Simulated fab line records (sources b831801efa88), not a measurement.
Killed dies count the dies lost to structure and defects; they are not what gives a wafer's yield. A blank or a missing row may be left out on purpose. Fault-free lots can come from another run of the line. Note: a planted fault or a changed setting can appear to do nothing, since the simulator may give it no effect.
What tool caused it? -- flow gf180mcu -- 39 wafers from 13 lots sampled at 4 of the route's 602 steps

## WHAT EACH GAUGE READ, for each wafer
GF_PASSIVATION_THK_MEAS_01.
lot,measured,on,PASSIVATION_CVD_00_THK (nm)
L403,day 28 04:54,film_metro-01,976 978 1001
L404,day 28 13:10,film_metro-02,993 1001 1014
L407,day 29 08:21,film_metro-01,993 1008 1010
L409,day 30 01:53,film_metro-04,1001 1013 1014
L415,day 31 20:32,film_metro-04,978 1000 993
L416,day 31 20:50,film_metro-04,987 1003 1009
L417,day 32 11:30,film_metro-02,976 985 1008
L418,day 32 16:12,film_metro-02,971 998 998
L420,day 32 21:26,film_metro-04,984 1007 1013
L421,day 33 01:11,film_metro-02,987 976 999
L422,day 33 09:29,film_metro-01,979 990 997
L423,day 33 15:08,film_metro-04,995 990 1015
L424,day 33 19:25,film_metro-04,1004 991 1023

## WHAT TOOL EACH LOT RAN ON (gives the tool, then ch and the chambers of the sampled wafers, and finally the start)
lot,GF_V5_SPUTTER_22,GF_TOP_METAL_SPUTTER_02,GF_TOP_METAL_SPUTTER_04
L403,"pvd_sputter-02, day 27 07:14","pvd_sputter-04, day 27 07:59","pvd_sputter-04, day 27 08:04"
L404,"pvd_sputter-01, day 27 15:41","pvd_sputter-01, day 27 16:26","pvd_sputter-01, day 27 16:30"
L407,"pvd_sputter-01, day 28 11:22","pvd_sputter-01, day 28 12:08","pvd_sputter-01, day 28 12:11"
L409,"pvd_sputter-03, day 29 05:22","pvd_sputter-04, day 29 06:08","pvd_sputter-04, day 29 06:11"
L415,"pvd_sputter-03, day 31 01:26","pvd_sputter-02, day 31 02:11","pvd_sputter-02, day 31 02:15"
L416,"pvd_sputter-01, day 31 01:49","pvd_sputter-01, day 31 02:35","pvd_sputter-01, day 31 02:38"
L417,"pvd_sputter-01, day 31 16:58","pvd_sputter-04, day 31 17:43","pvd_sputter-04, day 31 17:47"
L418,"pvd_sputter-01, day 31 21:23","pvd_sputter-01, day 31 22:09","pvd_sputter-01, day 31 22:13"
L420,"pvd_sputter-01, day 32 03:13","pvd_sputter-04, day 32 03:58","pvd_sputter-04, day 32 04:02"
L421,"pvd_sputter-02, day 32 07:43","pvd_sputter-01, day 32 08:29","pvd_sputter-01, day 32 08:32"
L422,"pvd_sputter-02, day 32 15:53","pvd_sputter-04, day 32 16:39","pvd_sputter-04, day 32 16:43"
L423,"pvd_sputter-03, day 32 21:46","pvd_sputter-04, day 32 22:32","pvd_sputter-04, day 32 22:35"
L424,"pvd_sputter-01, day 33 01:29","pvd_sputter-01, day 33 02:14","pvd_sputter-01, day 33 02:18"
- GF_V5_SPUTTER_22: material TiN, target thk 10 nm, time 40 s.
- GF_TOP_METAL_SPUTTER_02: material AlCu, target thk 900 nm, time 47.82 s.
- GF_TOP_METAL_SPUTTER_04: material TiN, target thk 25 nm, time 20.8 s.

## WHAT THE TOOLS THEMSELVES READ (means of the sampled wafers that have a number; where no wafer has one, the mark that the record gives instead)
GF_V5_SPUTTER_22.
lot,tool,chamber_pressure_pa (Pa),throttle_valve_pct (%)
L403,pvd_sputter-02,5.000,30.8
L404,pvd_sputter-01,5.001,30.3
L407,pvd_sputter-01,5.003,29.7
L409,pvd_sputter-03,5.008,30.3
L415,pvd_sputter-03,4.998,30.2
L416,pvd_sputter-01,4.997,30.1
L417,pvd_sputter-01,5.008,30.2
L418,pvd_sputter-01,5.007,29.8
L420,pvd_sputter-01,5.000,28.9
L421,pvd_sputter-02,5.013,30.9
L422,pvd_sputter-02,5.002,31.0
L423,pvd_sputter-03,4.991,30.0
L424,pvd_sputter-01,5.004,29.3

GF_TOP_METAL_SPUTTER_02.
lot,tool,chamber_pressure_pa (Pa),throttle_valve_pct (%)
L403,pvd_sputter-04,0.3000,31.3
L404,pvd_sputter-01,0.3002,30.0
L407,pvd_sputter-01,0.2997,29.0
L409,pvd_sputter-04,0.3007,30.8
L415,pvd_sputter-02,0.3005,30.9
L416,pvd_sputter-01,0.2999,30.3
L417,pvd_sputter-04,0.2998,31.3
L418,pvd_sputter-01,0.2999,28.7
L420,pvd_sputter-04,0.3004,30.7
L421,pvd_sputter-01,0.2992,28.8
L422,pvd_sputter-04,0.3002,31.0
L423,pvd_sputter-04,0.3001,30.6
L424,pvd_sputter-01,0.2997,28.7

GF_TOP_METAL_SPUTTER_04.
lot,tool,chamber_pressure_pa (Pa),throttle_valve_pct (%)
L403,pvd_sputter-04,0.4004,31.3
L404,pvd_sputter-01,0.4001,29.8
L407,pvd_sputter-01,0.3995,28.9
L409,pvd_sputter-04,0.3990,30.8
L415,pvd_sputter-02,0.4001,30.9
L416,pvd_sputter-01,0.3988,30.2
L417,pvd_sputter-04,0.4001,31.2
L418,pvd_sputter-01,0.4005,28.8
L420,pvd_sputter-04,0.4000,30.8
L421,pvd_sputter-01,0.4004,28.8
L422,pvd_sputter-04,0.3996,31.1
L423,pvd_sputter-04,0.4010,30.5
L424,pvd_sputter-01,0.4004,28.6

## THE ANSWER, worked out from the rows above alone
Rule: the lots themselves supply what counts as usual. Put in order of their means at a reading, lots are off if they are a third of the lots or fewer, leave a main group of 4 or more, and stand apart from it by a gap of 3 or more times the standard deviation of the main group's means; of several such gaps the widest counts. Not used: any main group whose means are identical at the precision the tables above print for the reading. A lot without any number at a reading at which 4 lots or more have one is off too. Where the step has rows for the other lots, those lots are counted as sound. After the gauges, taken in route order, come the tools' own readings; for these a lot's mean is taken, as printed above. At the first step where some lot is off, the reading lying furthest off is the one used; lots without a number count as furthest.
None of the lots is off at any reading shown; this tells nothing.

## WHAT THE SIMULATOR HAD INSERTED
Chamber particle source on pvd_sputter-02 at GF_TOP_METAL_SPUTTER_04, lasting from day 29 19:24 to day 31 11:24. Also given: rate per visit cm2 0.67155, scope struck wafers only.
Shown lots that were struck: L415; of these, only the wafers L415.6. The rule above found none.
